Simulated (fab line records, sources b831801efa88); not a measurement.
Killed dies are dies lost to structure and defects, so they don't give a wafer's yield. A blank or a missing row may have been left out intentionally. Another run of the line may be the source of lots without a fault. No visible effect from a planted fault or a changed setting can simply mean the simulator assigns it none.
Struck lot and sound lot, side by side    flow sky130    17 steps out of a route of 708
Sound: wafers L887.2, L887.3, L887.6. The struck wafers were L901.3, L901.5, L901.6. The cause is named last.
Order at every step that has rows: each side's tool, ch and its chambers, its first start. Under that, the readings that differ: sound wafers    struck wafers    difference of the means    sigmas: that difference in standard deviations of wafers without a fault.
alike: words and numbers the same on both sides, and readings whose means are apart by under 2 such deviations; not compared: readings that were withheld, readings missing a value for some wafer, numbers with overlapping values and no deviation given by the record, and bounds like >300 which may hide the same value.
A row with sigmas, a row that says differs or no value, or rows on one side alone: a step with any of these is where the two part. When numbers do not overlap yet have no deviation, they are printed without sigmas and do not part them. A reading missing from all wafers of one side parts the sides only when that side holds two or more wafers.

first, 3 steps without rows for these wafers: SKY_SONOS_ONO_WET_ETCH_18 (etches Si3N4 in H3PO4, target depth 15 nm, time 172 s); SKY_GATE_OXIDE_CLEAN_00 (cleans in SC1/SC2, time 150 s); SKY_GATE_OXIDE_OXIDATION_01 (stabilise 600 s, purge 300 s, target thk 10.268 nm).
SKY_GATE_OXIDE_THK_MEAS_02:
  sound on film_metro-04, day 15 15:24; struck on film_metro-04, day 20 05:43
  alike: GATE_OXIDE_OXIDATION_00_THK
then, 7 steps without rows for these wafers: SKY_GATE_OXIDE_DEHYDRATE_03 (time 60 s); SKY_GATE_OXIDE_HMDS_04 (prime time 60 s); SKY_GATE_OXIDE_COAT_05 (resist thk 1140 nm); SKY_GATE_OXIDE_SOFTBAKE_06 (time 60 s); SKY_GATE_OXIDE_EXPOSE_07 (exposes mask LVOM, target cd 600 nm); SKY_GATE_OXIDE_PEB_08; SKY_GATE_OXIDE_DEVELOP_09 (develop time 60 s).
SKY_GATE_OXIDE_OVL_MEAS_10:
  sound on overlay-01, day 16 18:42; struck on overlay-02, day 21 11:37
  alike: GATE_OXIDE_OVL
SKY_GATE_OXIDE_IMPLANT_11:
  sound on implanter-04 ch 0, day 16 18:46; struck on implanter-04 ch 0, day 21 11:41
reading             sound                             struck                            difference   sigmas
dose_ions_cm2       2.6005e+12 2.5998e+12 2.5987e+12  8.9001e+12 8.9026e+12 8.9056e+12  +6.3031e+12  +99 or more
faraday_current_uA  14.02 14.34 14.48                 50.71 49.29 52.16                 +36.44       +99 or more
then, 1 step without rows for these wafers: SKY_GATE_OXIDE_WET_ETCH_12 (etches SiO2 in dHF, target depth 16.8 nm, time 329.8 s).
SKY_GATE_OXIDE_STRIP_13: strips in O2/N2.
  sound on plasma_asher-03 ch 1, day 16 19:00; struck on plasma_asher-04 ch 0,1, day 21 11:55
  alike: drypump_motor_current_A, o2_flow_sccm, oes_product_au, strip_time_to_endpoint_s
  not compared: rf_hours_counter_h
SKY_GATE_OXIDE_TW_MEAS_14:
  sound on film_metro-04, day 16 19:07; struck on film_metro-02, day 21 12:14
reading        sound              struck             difference  sigmas
GATE_OXIDE_TW  225.2 225.8 225.6  326.5 323.9 326.6  +100.1      +77
  not compared: hold
SKY_PAD_OPEN_PROBE_99:
  the record holds rows for the sound wafers here (prober-01, day 47 22:02) but none for the struck ones

## WHERE THEY PART
Last at SKY_PAD_OPEN_PROBE_99 as far as this record goes, first at SKY_GATE_OXIDE_IMPLANT_11.

WHY: what had been put in by the simulator
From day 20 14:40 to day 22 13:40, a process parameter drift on implanter-04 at SKY_GATE_OXIDE_IMPLANT_11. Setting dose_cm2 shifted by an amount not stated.
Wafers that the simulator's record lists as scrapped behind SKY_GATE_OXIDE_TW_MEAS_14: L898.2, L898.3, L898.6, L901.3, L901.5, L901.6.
